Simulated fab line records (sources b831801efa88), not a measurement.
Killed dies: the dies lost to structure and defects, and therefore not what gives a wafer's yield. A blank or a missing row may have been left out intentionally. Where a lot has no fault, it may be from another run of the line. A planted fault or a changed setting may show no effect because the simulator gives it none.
Which tool was responsible?	flow sky130	6 lots (18 wafers sampled), 1 step of a 708-step route

## WHAT EACH GAUGE READ, for each wafer
SKY_SONOS_TUNNEL_OVL_MEAS_08.
lot	measured	on	SONOS_TUNNEL_OVL (nm)
L907	day 12 09:41	overlay-01	0.7 -0.5 0.8
L909	day 13 02:23	overlay-02	-1.9 0.7 1.2
L920	day 17 12:44	overlay-02	5.1 -0.1 2.7
L922	day 18 06:03	overlay-02	0.7 1.6 0.5
L925	day 18 19:34	overlay-02	-1.5 -2.7 -0.9
L926	day 18 23:49	overlay-02	1.0 1.0 0.7

## EACH LOT AND THE TOOL THAT RAN IT (in order: tool; ch and the chambers of the sampled wafers; start)
There is no process step in the record ahead of these readings.

## THE ANSWER, worked out from the rows above alone
Rule: the lots themselves supply what counts as usual. The widest of any qualifying gaps counts: lots, ordered by their means at a reading, are off when they make up no more than a third of the lots, leave a main group of 4 or more, and stand apart from it by 3 or more times the standard deviation of that group's means. A main group whose means are all the same, to the digits that the tables above print for the reading, isn't used. A lot without any number at a reading at which 4 lots or more have one is off too. Any other lot the step has rows for is counted as sound.
No lot is off at any reading shown: from this, nothing can be told.

## WHAT THE SIMULATOR PUT IN
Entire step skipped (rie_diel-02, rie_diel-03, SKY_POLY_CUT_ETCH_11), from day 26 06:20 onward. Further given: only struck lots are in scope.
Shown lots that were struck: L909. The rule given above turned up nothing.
